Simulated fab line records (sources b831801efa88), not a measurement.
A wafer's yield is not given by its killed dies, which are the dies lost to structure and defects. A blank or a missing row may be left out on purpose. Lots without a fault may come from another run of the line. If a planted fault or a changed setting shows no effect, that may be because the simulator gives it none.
Chamber matching :: flow sfqLine :: SFQ_TRILAYER_L0_CAP_PECVD_011 on pecvd-03: 3 sister chambers
The step deposits SiO2 from SiH4/N2O, time 13.333 s, target thk 60 nm. 14 wafers are shown with their chamber, then 7 later ones without.

WAFERS WITH THEIR CHAMBER
wafer: L267.2
chamber: 1
throttleValvePct (%): 23.8
heaterPowerW (W): 100

wafer: L267.3
chamber: 0
throttleValvePct (%): 26.1
heaterPowerW (W): 117

wafer: L267.4
chamber: 2
throttleValvePct (%): 24.8
heaterPowerW (W): 92

wafer: L273.2
chamber: 1
throttleValvePct (%): 23.8
heaterPowerW (W): 101

wafer: L273.3
chamber: 2
throttleValvePct (%): 24.8
heaterPowerW (W): 96

wafer: L273.5
chamber: 0
throttleValvePct (%): 26.3
heaterPowerW (W): 115

wafer: L276.2
chamber: 1
throttleValvePct (%): 24.1
heaterPowerW (W): 101

wafer: L276.5
chamber: 2
throttleValvePct (%): 24.6
heaterPowerW (W): 91

wafer: L276.6
chamber: 0
throttleValvePct (%): 26.4
heaterPowerW (W): 116

wafer: L279.2
chamber: 2
throttleValvePct (%): 25.1
heaterPowerW (W): 97

wafer: L279.5
chamber: 0
throttleValvePct (%): 26.6
heaterPowerW (W): 119

wafer: L279.6
chamber: 2
throttleValvePct (%): 25.0
heaterPowerW (W): 82

wafer: L282.2
chamber: 2
throttleValvePct (%): 24.8
heaterPowerW (W): 90

wafer: L282.3
chamber: 1
throttleValvePct (%): 24.3
heaterPowerW (W): 104

SIGNATURES, as means of the wafers listed above
reading: throttleValvePct
chamber 0: 26.350
chamber 1: 24.000
chamber 2: 24.850
scatter within a chamber: 0.206

reading: heaterPowerW
chamber 0: 116.75
chamber 1: 101.50
chamber 2: 91.33
scatter within a chamber: 3.83
Rule: a wafer lies at a distance from a chamber equal to the root of the sum of squares, over the readings, of (its reading less the chamber's mean, divided by the reading's scatter). The wafer belongs to the nearest chamber; if the next one is less than 2 further off, it can't be placed. The scatter: take each reading less its chamber's mean, square it, sum over the shown wafers, divide by the number of wafers less the number of chambers, and take the root.

WAFERS WITHOUT THEIR CHAMBER
wafer: L282.5
throttleValvePct (%): 26.6
heaterPowerW (W): 115

wafer: L284.1
throttleValvePct (%): 24.2
heaterPowerW (W): 102

wafer: L284.2
throttleValvePct (%): 25.0
heaterPowerW (W): 98

wafer: L284.6
throttleValvePct (%): 24.1
heaterPowerW (W): 102

wafer: L285.1
throttleValvePct (%): 26.8
heaterPowerW (W): 108

wafer: L285.2
throttleValvePct (%): 25.0
heaterPowerW (W): 98

wafer: L285.6
throttleValvePct (%): 24.8
heaterPowerW (W): 79

WHICH CHAMBER EACH ONE RAN IN
wafer: L282.5
from the rows above: 0
in truth: 0

wafer: L284.1
from the rows above: 1
in truth: 1

wafer: L284.2
from the rows above: 2
in truth: 2

wafer: L284.6
from the rows above: 1
in truth: 1

wafer: L285.1
from the rows above: 0
in truth: 0

wafer: L285.2
from the rows above: 2
in truth: 2

wafer: L285.6
from the rows above: 2
in truth: 2
Correct placement for 7 of the 7. From these rows, 0 cannot be placed. Wrongly placed: 0.
